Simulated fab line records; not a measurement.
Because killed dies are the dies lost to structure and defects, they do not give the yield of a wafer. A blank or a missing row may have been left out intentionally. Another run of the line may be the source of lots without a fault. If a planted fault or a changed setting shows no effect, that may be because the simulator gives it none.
fab line records	flow sky130
record lots=5	wafers=23
route steps=708 shown FIELD_ISO@4 PWDE@47 NWELL@58
start-h: the number of hours between the record's first day and the start of the first shown wafer of the lot	wait-h: hours since the lot's step before	" identical to the entry in the row above	L1.1+2: one row covering several wafers at once	- no value, or no start given	* or withheld: withheld	< > ~ a bound
route shown NAME@n: a module of which the file shows steps, and the number in the route of the first	usual: average and standard deviation across the fault-free wafers	same: alike in all rows	chamber/n: place in a boat	sites: each site's reading	_std_site: standard deviation across them	_edge_site: mean of outer sites minus mean of inner sites	radius-mm: for every site, how far away it sits from the centre of the wafer	mask NAME#n: copy n	behind: the most recent tool/chamber to have shaped the wafer	hold: cause of the lot's hold/its duration in hours/its outcome	device: which transistor (n, p or np) failed to switch	end of line: tests of these same wafers at the route's end	a step given without rows: its recipe and nothing more	killed: not the wafer's yield, but the dies lost to structure and defects at the first sort	map: shows each die of a wafer: x if killed, . if not, _ if none is there
set.NAME: setting as actually run; set.NAME@STEP: the setting as run at that earlier step	model.NAME: the simulator's own value behind a step, which no gauge read
lots where settings were altered on purpose, with a table for each step and a row for each wafer
## steps
# step SKY_FIELD_ISO_CVD_03
# recipe material=Si3N4	precursor=DCS/NH3	target-thk-nm=165	temp-c=770	time-s=2830	pressure-mtorr=250
lot.wafer	tool	chamber	start-h	wait-h	set.pressure-mtorr	model.Si3N4_of_FIELD_ISO_CVD_03.thk-nm
L074.1	-	-	-	0.1	262.4	165.7
L074.2	"	-	"	"	262.4	164.4
L074.4	"	-	"	"	262.4	163.8
L074.5	"	-	"	"	262.4	165.2
L074.6	"	-	"	"	262.4	164.3
L077.1	-	-	-	1.8	250	163.6
L077.2	"	-	"	"	250	163.4
L077.3	"	-	"	"	250	163.7
L077.4	"	-	"	"	250	163.9
L077.6	"	-	"	"	250	163.8
L081.1	-	-	-	0.4	276.4	166.4
L081.2	"	-	"	"	276.4	166.6
L081.4	"	-	"	"	276.4	167.6
L081.5	"	-	"	"	276.4	167.7
L081.6	"	-	"	"	276.4	166.2
L083.4	lpcvd-02	0	58.36	1.7	250	163.4
L083.5	"	0	"	"	250	162.8
L083.6	"	0	"	"	250	164.7
L085.1	-	-	-	1.5	213.6	157.9
L085.2+4	"	-	"	"	213.6	156.5
L085.3	"	-	"	"	213.6	156.6
L085.6	"	-	"	"	213.6	156.1
# step SKY_FIELD_ISO_THK_MEAS_04
# recipe reads=Si3N4_of_FIELD_ISO_CVD_03
# usual FIELD_ISO_CVD_03_THK=162.8/1.3
lot.wafer	tool	chamber	start-h	wait-h	set.pressure-mtorr@FIELD_ISO_CVD_03	FIELD_ISO_CVD_03_THK[nm]
L074.1	film-metro-03	-	-	-	262.4	165.8
L074.2	"	-	"	"	262.4	164.5
L074.4	"	-	"	"	262.4	163.9
L074.5	"	-	"	"	262.4	165.1
L074.6	"	-	"	"	262.4	164.3
L077.1	film-metro-02	-	-	-	250	163.7
L077.2	"	-	"	"	250	163.4
L077.3	"	-	"	"	250	163.7
L077.4	"	-	"	"	250	164.0
L077.6	"	-	"	"	250	163.9
L081.1	film-metro-02	-	-	-	276.4	166.3
L081.2	"	-	"	"	276.4	166.7
L081.4	"	-	"	"	276.4	167.4
L081.5	"	-	"	"	276.4	167.6
L081.6	"	-	"	"	276.4	166.2
L083.4	film-metro-01	-	60.18	0.0	250	163.4
L083.5	"	-	"	"	250	162.8
L083.6	"	-	"	"	250	164.8
L085.1	film-metro-01	-	-	-	213.6	158.0
L085.2	"	-	"	"	213.6	156.4
L085.3	"	-	"	"	213.6	156.7
L085.4	"	-	"	"	213.6	156.5
L085.6	"	-	"	"	213.6	156.1
# step SKY_FIELD_ISO_COAT_08
# recipe resist=KrF-thick	spin-rpm=3000	resist-thk-nm=450
lot.wafer	tool	chamber	start-h	wait-h	set.spin-rpm	model.KrF-thick_of_FIELD_ISO_COAT_08.thk-nm
L074.1	litho-track-01	0	-	-	2860	461.9
L074.2+5	"	0	"	"	3000	450.8
L074.4	"	0	"	"	2860	461.1
L074.6	"	0	"	"	2860	461.3
L077.1	litho-track-02	0	-	-	3000	451.1
L077.2	"	0	"	"	3143	439.6
L077.3	"	0	"	"	3143	441.4
L077.4	"	0	"	"	3000	452
L077.6	"	0	"	"	3000	450.9
L081.1	litho-track-02	0	-	-	3000	448.6
L081.2	"	0	"	"	3219	434
L081.4	"	0	"	"	3000	449
L081.5	"	0	"	"	3000	448.9
L081.6	"	0	"	"	3219	432.6
L083.4+6	litho-track-03	0	-	-	3000	451.1
L083.5	"	0	"	"	3000	450.9
L085.1	litho-track-02	0	-	-	3000	450.8
L085.2	"	0	"	"	2889	460.2
L085.3	"	0	"	"	3000	450.6
L085.4	"	0	"	"	2889	457.9
L085.6	"	0	"	"	2889	458.4
# step SKY_FIELD_ISO_SOFTBAKE_09
# recipe temp-c=100	time-s=90	resist=KrF-thick
# step SKY_FIELD_ISO_EXPOSE_10
# recipe mask-id=FOM	na=0.68	source-shape=annular	sigma-inner=0.4	sigma-outer=0.8	target-cd-nm=150	dose-mj=28
# step SKY_FIELD_ISO_ETCH_14
# recipe chemistry=N2/H2	target=BARC	ion-energy-ev=200	source-w=500	bias-w=100	pressure-mtorr=30	n2-flow-sccm=100	h2-flow-sccm=200	stop-on=SiO2	time-s=45.9	target-depth-a=600
# step SKY_FIELD_ISO_ETCH_15
# recipe chemistry=CHF3/O2	target-depth-nm=180	stop-on=Si	source-w=615	bias-w=200	pressure-mtorr=40	chf3-flow-sccm=50	O2_flow_sccm=5	time-s=72
# step SKY_FIELD_ISO_STRIP_16
# recipe chemistry=O2/N2	power-w=1400	pressure-mtorr=1500	platen-temp-c=withheld	o2-flow-sccm=3000	n2-flow-sccm=300	overash-fraction=0.5
# usual strip-time-to-endpoint-s=3.519/0.028
lot.wafer	tool	chamber	start-h	wait-h	set.spin-rpm@FIELD_ISO_COAT_08	strip-time-to-endpoint-s
L074.1	plasma-asher-02	1	27.81	0.0	2860	3.611
L074.2	"	0	"	"	3000	3.527
L074.4	"	1	"	"	2860	3.622
L074.5	"	0	"	"	3000	3.497
L074.6	"	1	"	"	2860	3.631
L077.1	plasma-asher-03	1	44.26	0.0	3000	3.553
L077.2	"	0	"	"	3143	3.390
L077.3	"	1	"	"	3143	3.414
L077.4	"	0	"	"	3000	3.533
L077.6	"	1	"	"	3000	3.481
L081.1	plasma-asher-03	1	69.36	0.0	3000	3.544
L081.2	"	0	"	"	3219	3.388
L081.4	"	1	"	"	3000	3.502
L081.5	"	0	"	"	3000	3.543
L081.6	"	1	"	"	3219	3.362
L083.4	plasma-asher-04	1	76.48	0.1	3000	3.555
L083.5	"	0	"	"	3000	3.565
L083.6	"	1	"	"	3000	3.593
L085.1	plasma-asher-04	0	86.00	0.0	3000	3.520
L085.2	"	1	"	"	2889	3.673
L085.3	"	1	"	"	3000	3.537
L085.4	"	0	"	"	2889	3.607
L085.6	"	0	"	"	2889	3.606
# step SKY_FIELD_ISO_ETCH_17
# recipe target-depth-a=3420	mask-material=Si3N4	chemistry=HBr/Cl2/O2	target=Si	taper-deg=5	icp-w=600	bias-w=150	pressure-mtorr=15	HBr_flow_sccm=150	Cl2_flow_sccm=40	O2_flow_sccm=6	time-s=97.7
lot.wafer	tool	chamber	start-h	wait-h	set.time-s	set.pressure-mtorr@FIELD_ISO_CVD_03	model.etch.depth-nm	model.FIELD_ISO.feature-depth-nm	model.Si3N4_of_FIELD_ISO_CVD_03.thk-nm
L074.1	rie-si-01	0	27.91	0.1	97.7	262.4	-	342.4	150.7
L074.2	"	1	"	"	97.7	262.4	-	348.1	149.2
L074.4	"	2	"	"	92.29	262.4	-	323.4	149.6
L074.5	"	3	"	"	92.29	262.4	317.3	317.3	151.3
L074.6	"	2	"	"	92.29	262.4	326.1	326.1	150
L077.1	rie-si-01	1	44.36	0.1	97.7	250	-	347.1	148.4
L077.2	"	3	"	"	97.7	250	335.2	335.2	148.7
L077.3	"	0	"	"	105.3	250	-	363.2	147.7
L077.4	"	2	"	"	105.3	250	370.8	370.8	147.6
L077.6	"	0	"	"	105.3	250	-	364.9	147.8
L081.1	rie-si-01	3	69.46	0.1	97.7	276.4	338.5	338.5	151.6
L081.2	"	2	"	"	97.7	276.4	-	347.3	151.3
L081.4	"	1	"	"	102.9	276.4	-	364.5	151.6
L081.5	"	0	"	"	102.9	276.4	359	359	152
L081.6	"	1	"	"	97.7	276.4	-	347	151
L083.4	rie-si-02	1	76.54	0.0	97.7	250	348.4	348.4	148.1
L083.5	"	0	"	"	97.7	250	346.1	346.1	147.6
L083.6	"	1	"	"	97.7	250	350.2	350.2	149.3
L085.1	rie-si-02	0	86.10	0.1	97.7	213.6	-	348.8	142.6
L085.2	"	1	"	"	97.7	213.6	350.1	350.1	141.1
L085.3	"	2	"	"	97.7	213.6	-	349.8	141.3
L085.4	"	3	"	"	84.4	213.6	-	299.6	143.3
L085.6	"	3	"	"	84.4	213.6	299.2	299.2	143
# step SKY_FIELD_ISO_WET_ETCH_18
# recipe chemistry=H3PO4	target-depth-nm=25	temp-c=160	target=Si3N4	time-s=286
lot.wafer	tool	chamber	start-h	wait-h	set.pressure-mtorr@FIELD_ISO_CVD_03	model.Si3N4_of_FIELD_ISO_CVD_03.thk-nm
L074.1	wet-bench-01	0	27.98	0.0	262.4	125.4
L074.2	"	0	"	"	262.4	123.9
L074.4	"	0	"	"	262.4	124.3
L074.5	"	0	"	"	262.4	126
L074.6	"	0	"	"	262.4	124.7
L077.1	wet-bench-01	1	44.43	0.0	250	122.2
L077.2	"	1	"	"	250	122.5
L077.3	"	1	"	"	250	121.7
L077.4	"	1	"	"	250	121.4
L077.6	"	1	"	"	250	121.6
L081.1+4	wet-bench-04	0	69.53	0.0	276.4	125.5
L081.2	"	0	"	"	276.4	125.4
L081.5	"	0	"	"	276.4	125.8
L081.6	"	0	"	"	276.4	124.8
L083.4	wet-bench-04	1	76.62	0.0	250	122.6
L083.5	"	1	"	"	250	122.1
L083.6	"	1	"	"	250	123.8
L085.1	wet-bench-02	2	86.17	0.0	213.6	117.4
L085.2	"	2	"	"	213.6	115.9
L085.3	"	2	"	"	213.6	116.2
L085.4	"	2	"	"	213.6	118.3
L085.6	"	2	"	"	213.6	118
# step SKY_FIELD_ISO_CLEAN_19
# recipe chemistry=SC1/SC2	mix=1:4:20	temp-c=70	time-s=150
# step SKY_FIELD_ISO_CLEAN_20
# recipe chemistry=dHF	time-s=20	dilution=100:1
# step SKY_FIELD_ISO_WET_ETCH_21
# recipe chemistry=dHF	dilution=100:1	target-depth-nm=20	dry=ipa-marangoni	target=SiO2	temp-c=25	time-s=400
lot.wafer	tool	chamber	start-h	wait-h	set.pressure-mtorr@FIELD_ISO_CVD_03	model.Si3N4_of_FIELD_ISO_CVD_03.thk-nm
L074.1	wet-bench-01	1	28.14	0.0	262.4	123.1
L074.2	"	1	"	"	262.4	121.7
L074.4	"	1	"	"	262.4	122
L074.5	"	1	"	"	262.4	123.7
L074.6	"	1	"	"	262.4	122.5
L077.1	wet-bench-02	2	44.58	0.0	250	119.9
L077.2	"	2	"	"	250	120.2
L077.3	"	2	"	"	250	119.3
L077.4	"	2	"	"	250	119.1
L077.6	"	2	"	"	250	119.2
L081.1	wet-bench-02	1	69.68	0.0	276.4	123.2
L081.2	"	1	"	"	276.4	123
L081.4	"	1	"	"	276.4	123.1
L081.5	"	1	"	"	276.4	123.5
L081.6	"	1	"	"	276.4	122.4
L083.4	wet-bench-04	1	76.77	0.0	250	120.3
L083.5	"	1	"	"	250	119.8
L083.6	"	1	"	"	250	121.6
L085.1	wet-bench-04	3	86.32	0.0	213.6	115.1
L085.2	"	3	"	"	213.6	113.6
L085.3	"	3	"	"	213.6	113.9
L085.4	"	3	"	"	213.6	115.9
L085.6	"	3	"	"	213.6	115.7
# step SKY_FIELD_ISO_OXIDATION_22
# recipe temp-c=950	ambient=O2	stabilise-s=600	purge-s=300	target-thk-a=100	ox-time-s=623
lot.wafer	tool	chamber	start-h	wait-h	set.ox-time-s	model.SiO2_of_FIELD_ISO_OXIDATION_22.thk-nm
L074.1	-	-	-	2.7	570.6	9.343
L074.2	"	-	"	"	570.6	9.388
L074.4+5	"	-	"	"	570.6	9.185
L074.6	"	-	"	"	570.6	9.111
L077.1	-	-	-	3.3	623	10.21
L077.2+6	"	-	"	"	623	10.24
L077.3	"	-	"	"	623	10.29
L077.4	"	-	"	"	623	10.27
L081.1	-	-	-	1.4	667.5	10.45
L081.2	"	-	"	"	667.5	10.24
L081.4	"	-	"	"	667.5	10.22
L081.5	"	-	"	"	667.5	10.37
L081.6	"	-	"	"	667.5	10.34
L083.4	furnace-02	0	78.38	1.5	623	10.14
L083.5	"	0	"	"	623	9.898
L083.6	"	0	"	"	623	9.981
L085.1+6	-	-	-	1.6	623	10.2
L085.2	"	-	"	"	623	10.39
L085.3	"	-	"	"	623	10.25
L085.4	"	-	"	"	623	10.23
# step SKY_PWDE_COAT_02
# recipe spin-rpm=2000	resist-thk-nm=3000
lot.wafer	tool	chamber	start-h	wait-h	set.spin-rpm	model.coat_of_PWDE_COAT_02.thk-nm
L074.1	litho-track-01	0	71.63	0.1	1906	3067
L074.2+5	"	0	"	"	2000	2996
L074.4	"	0	"	"	2000	2995
L074.6	"	0	"	"	1906	3071
L077.1	litho-track-02	0	79.68	0.1	2140	2895
L077.2	"	0	"	"	2000	3006
L077.3	"	0	"	"	2140	2901
L077.4	"	0	"	"	2000	3009
L077.6	"	0	"	"	2140	2904
L081.1	litho-track-01	0	104.18	0.1	2000	3010
L081.2	"	0	"	"	2000	3004
L081.4	"	0	"	"	2000	2995
L081.5	"	0	"	"	2000	3006
L081.6	"	0	"	"	2000	3002
L083.4+6	litho-track-01	0	109.55	0.1	2000	3001
L083.5	"	0	"	"	2000	3005
L085.1	litho-track-04	0	119.96	0.1	2132	2911
L085.2	"	0	"	"	2000	3006
L085.3	"	0	"	"	2000	3001
L085.4	"	0	"	"	2132	2906
L085.6	"	0	"	"	2132	2903
# step SKY_PWDE_SOFTBAKE_03
# recipe temp-c=110	time-s=withheld
# step SKY_PWDE_EXPOSE_04
# recipe mask-id=PWDEM	na=0.6	source-shape=conventional	sigma-outer=0.6	polarization=unpolarized	target-cd-nm=840	dose-mj=214
# step SKY_PWDE_IMPLANT_08
# recipe species=B	energy-kev=150	dose-cm2=3.53e+12	tilt-deg=withheld
# step SKY_PWDE_STRIP_09
# recipe chemistry=O2/N2	power-w=1400	pressure-mtorr=1500	platen-temp-c=withheld	o2-flow-sccm=3000	n2-flow-sccm=300	overash-fraction=0.5
# usual strip-time-to-endpoint-s=36.91/0.076
lot.wafer	tool	chamber	start-h	wait-h	set.spin-rpm@PWDE_COAT_02	strip-time-to-endpoint-s
L074.1	plasma-asher-02	1	80.31	0.1	1906	37.69
L074.2	"	0	"	"	2000	36.88
L074.4	"	1	"	"	2000	36.86
L074.5	"	1	"	"	2000	36.87
L074.6	"	0	"	"	1906	37.71
L077.1	plasma-asher-02	1	88.41	0.1	2140	35.71
L077.2	"	0	"	"	2000	37.00
L077.3	"	1	"	"	2140	35.79
L077.4	"	0	"	"	2000	37.02
L077.6	"	1	"	"	2140	35.81
L081.1	plasma-asher-01	1	113.36	0.1	2000	37.02
L081.2	"	0	"	"	2000	36.96
L081.4	"	1	"	"	2000	36.86
L081.5	"	1	"	"	2000	36.98
L081.6	"	0	"	"	2000	36.94
L083.4	plasma-asher-03	1	118.93	0.1	2000	36.91
L083.5	"	1	"	"	2000	36.96
L083.6	"	0	"	"	2000	36.93
L085.1	plasma-asher-01	0	129.91	0.1	2132	35.90
L085.2	"	1	"	"	2000	36.98
L085.3	"	0	"	"	2000	36.94
L085.4	"	1	"	"	2132	35.85
L085.6	"	1	"	"	2132	35.80
# step SKY_NWELL_COAT_05
# recipe spin-rpm=2000	resist-thk-nm=3000
lot.wafer	tool	chamber	start-h	wait-h	set.resist-thk-nm	model.coat_of_NWELL_COAT_05.thk-nm
L074.1	litho-track-02	0	88.38	0.1	3046	3050
L074.2	"	0	"	"	3000	3005
L074.4	"	0	"	"	3046	3049
L074.5	"	0	"	"	3000	2991
L074.6	"	0	"	"	3046	3043
L077.1	litho-track-04	0	97.06	0.1	2874	2890
L077.2	"	0	"	"	3000	3003
L077.3	"	0	"	"	2874	2875
L077.4	"	0	"	"	2874	2877
L077.6	"	0	"	"	3000	3007
L081.1	litho-track-03	0	123.09	0.1	3000	3002
L081.2	"	0	"	"	3000	2998
L081.4	"	0	"	"	3000	2984
L081.5	"	0	"	"	3000	2997
L081.6	"	0	"	"	3000	2990
L083.4+6	litho-track-04	0	128.03	0.1	3000	2996
L083.5	"	0	"	"	3000	2999
L085.1	litho-track-03	0	138.24	0.1	3170	3165
L085.2	"	0	"	"	3000	3004
L085.3	"	0	"	"	3000	3000
L085.4	"	0	"	"	3170	3161
L085.6	"	0	"	"	3000	3002
# step SKY_NWELL_IMPLANT_12
# recipe species=P	energy-kev=120	dose-cm2=1.3e+12	tilt-deg=withheld
lot.wafer	tool	chamber	start-h	wait-h	set.energy-kev	model.implant.rp-nm
L074.1+2+5	implanter-04	0	97.71	0.1	120	154.3
L074.4+6	"	0	"	"	117.8	151.3
L077.1+2+6	implanter-04	0	106.27	0.1	120	148.7
L077.3+4	"	0	"	"	116.7	144.4
L081.1+4+6	implanter-02	0	132.37	0.1	125.1	157
L081.2+5	"	0	"	"	120	150.3
L083.4+5+6	implanter-03	0	137.40	0.1	120	146.7
L085.1+2+6	implanter-02	0	147.61	0.1	120	151.6
L085.3+4	"	0	"	"	113.8	143.4
# step SKY_NWELL_IMPLANT_13
# recipe species=P	energy-kev=50	dose-cm2=7e+11	tilt-deg=withheld
# step SKY_NWELL_STRIP_14
# recipe chemistry=O2/N2	power-w=1400	pressure-mtorr=1500	platen-temp-c=withheld	o2-flow-sccm=3000	n2-flow-sccm=300	overash-fraction=0.5
# usual strip-time-to-endpoint-s=36.90/0.068
lot.wafer	tool	chamber	start-h	wait-h	set.resist-thk-nm@NWELL_COAT_05	strip-time-to-endpoint-s
L074.1	plasma-asher-02	0	98.01	0.1	3046	37.51
L074.2	"	1	"	"	3000	36.96
L074.4	"	1	"	"	3046	37.48
L074.5	"	0	"	"	3000	36.80
L074.6	"	1	"	"	3046	37.41
L077.1	plasma-asher-02	0	106.57	0.1	2874	35.65
L077.2	"	1	"	"	3000	36.95
L077.3	"	0	"	"	2874	35.48
L077.4	"	1	"	"	2874	35.48
L077.6	"	1	"	"	3000	36.99
L081.1	plasma-asher-04	1	132.67	0.1	3000	36.93
L081.2	"	0	"	"	3000	36.88
L081.4	"	0	"	"	3000	36.72
L081.5	"	1	"	"	3000	36.85
L081.6	"	0	"	"	3000	36.79
L083.4	plasma-asher-04	1	137.66	0.1	3000	36.85
L083.5	"	1	"	"	3000	36.91
L083.6	"	0	"	"	3000	36.86
L085.1	plasma-asher-01	1	147.91	0.1	3170	38.77
L085.2	"	0	"	"	3000	36.97
L085.3	"	0	"	"	3000	36.90
L085.4	"	1	"	"	3170	38.73
L085.6	"	1	"	"	3000	36.94
# step SKY_NWELL_IMPLANT_24
# recipe species=B	energy-kev=140	dose-cm2=9.2e+12	tilt-deg=withheld
lot.wafer	tool	chamber	start-h	wait-h	set.dose-cm2
L074.1+4	implanter-02	0	116.02	0.0	8.77e+12
L074.2+5+6	"	0	"	"	9.2e+12
L077.1+4	implanter-02	0	125.67	0.0	9.2e+12
L077.2+3+6	"	0	"	"	8.55e+12
L081.1+2+4+5+6	implanter-04	0	151.11	0.0	9.2e+12
L083.4+5+6	implanter-03	0	155.59	0.1	9.2e+12
L085.1+3	implanter-02	0	167.46	0.0	9.522e+12
L085.2+4+6	"	0	"	"	9.2e+12
# step SKY_NWELL_STRIP_25
# recipe chemistry=O2/N2	power-w=1400	pressure-mtorr=1500	platen-temp-c=withheld	o2-flow-sccm=3000	n2-flow-sccm=300	overash-fraction=0.5
# step SKY_NWELL_TW_MEAS_26
# usual NWELL_2_TW=493.3/2.6
lot.wafer	tool	chamber	start-h	wait-h	set.dose-cm2@NWELL_IMPLANT_24	NWELL_2_TW
L074.1	film-metro-04	-	116.27	0.1	8.77e+12	483.5
L074.2	"	-	"	"	9.2e+12	492.2
L074.4	"	-	"	"	8.77e+12	482.5
L074.5	"	-	"	"	9.2e+12	494.0
L074.6	"	-	"	"	9.2e+12	488.4
L077.1	film-metro-02	-	125.92	0.1	9.2e+12	494.8
L077.2	"	-	"	"	8.55e+12	485.2
L077.3	"	-	"	"	8.55e+12	483.5
L077.4	"	-	"	"	9.2e+12	495.0
L077.6	"	-	"	"	8.55e+12	485.0
L081.1	film-metro-02	-	151.36	0.1	9.2e+12	491.6
L081.2	"	-	"	"	9.2e+12	493.4
L081.4	"	-	"	"	9.2e+12	490.8
L081.5	"	-	"	"	9.2e+12	489.4
L081.6	"	-	"	"	9.2e+12	493.3
L083.4	film-metro-03	-	155.79	0.1	9.2e+12	497.8
L083.5	"	-	"	"	9.2e+12	493.6
L083.6	"	-	"	"	9.2e+12	495.7
L085.1	film-metro-04	-	167.71	0.1	9.522e+12	499.1
L085.2	"	-	"	"	9.2e+12	488.9
L085.3	"	-	"	"	9.522e+12	496.3
L085.4	"	-	"	"	9.2e+12	489.3
L085.6	"	-	"	"	9.2e+12	490.3
## key
split step=SKY_FIELD_ISO_CVD_03	setting=pressure-mtorr	stated=250	by=lot
response step=SKY_FIELD_ISO_CVD_03	reading=model.Si3N4_of_FIELD_ISO_CVD_03.thk-nm	change=+0.406	per=1%	r=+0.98
response step=SKY_FIELD_ISO_THK_MEAS_04	reading=FIELD_ISO_CVD_03_THK	change=+0.403	per=1%	r=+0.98
response step=SKY_FIELD_ISO_ETCH_17	reading=model.Si3N4_of_FIELD_ISO_CVD_03.thk-nm	change=+0.377	per=1%	r=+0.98
response step=SKY_FIELD_ISO_WET_ETCH_18	reading=model.Si3N4_of_FIELD_ISO_CVD_03.thk-nm	change=+0.346	per=1%	r=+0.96
response step=SKY_FIELD_ISO_WET_ETCH_21	reading=model.Si3N4_of_FIELD_ISO_CVD_03.thk-nm	change=+0.345	per=1%	r=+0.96
split step=SKY_FIELD_ISO_COAT_08	setting=spin-rpm	stated=3000	by=wafer
response step=SKY_FIELD_ISO_COAT_08	reading=model.KrF-thick_of_FIELD_ISO_COAT_08.thk-nm	change=-2.19	per=1%	r=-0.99
response step=SKY_FIELD_ISO_STRIP_16	reading=strip-time-to-endpoint-s	change=*	per=1%	r=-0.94
split step=SKY_FIELD_ISO_ETCH_17	setting=time-s	stated=97.7	by=wafer
response step=SKY_FIELD_ISO_ETCH_17	reading=model.etch.depth-nm	change=+3.93	per=1%	r=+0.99
response step=SKY_FIELD_ISO_ETCH_17	reading=model.FIELD_ISO.feature-depth-nm	change=+3.6	per=1%	r=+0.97
split step=SKY_FIELD_ISO_OXIDATION_22	setting=ox-time-s	stated=623	by=lot
response step=SKY_FIELD_ISO_OXIDATION_22	reading=model.SiO2_of_FIELD_ISO_OXIDATION_22.thk-nm	change=+0.0716	per=1%	r=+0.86
split step=SKY_PWDE_COAT_02	setting=spin-rpm	stated=2000	by=wafer
response step=SKY_PWDE_COAT_02	reading=model.coat_of_PWDE_COAT_02.thk-nm	change=-15.2	per=1%	r=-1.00
response step=SKY_PWDE_STRIP_09	reading=strip-time-to-endpoint-s	change=*	per=1%	r=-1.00
split step=SKY_NWELL_COAT_05	setting=resist-thk-nm	stated=3000	by=wafer
response step=SKY_NWELL_COAT_05	reading=model.coat_of_NWELL_COAT_05.thk-nm	change=+28.9	per=1%	r=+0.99
response step=SKY_NWELL_STRIP_14	reading=strip-time-to-endpoint-s	change=*	per=1%	r=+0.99
split step=SKY_NWELL_IMPLANT_12	setting=energy-kev	stated=120	by=wafer
response step=SKY_NWELL_IMPLANT_12	reading=model.implant.rp-nm	change=+1.57	per=1%	r=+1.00
split step=SKY_NWELL_IMPLANT_24	setting=dose-cm2	stated=9.2e+12	by=wafer
response step=SKY_NWELL_TW_MEAS_26	reading=NWELL_2_TW	change=+1.68	per=1%	r=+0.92
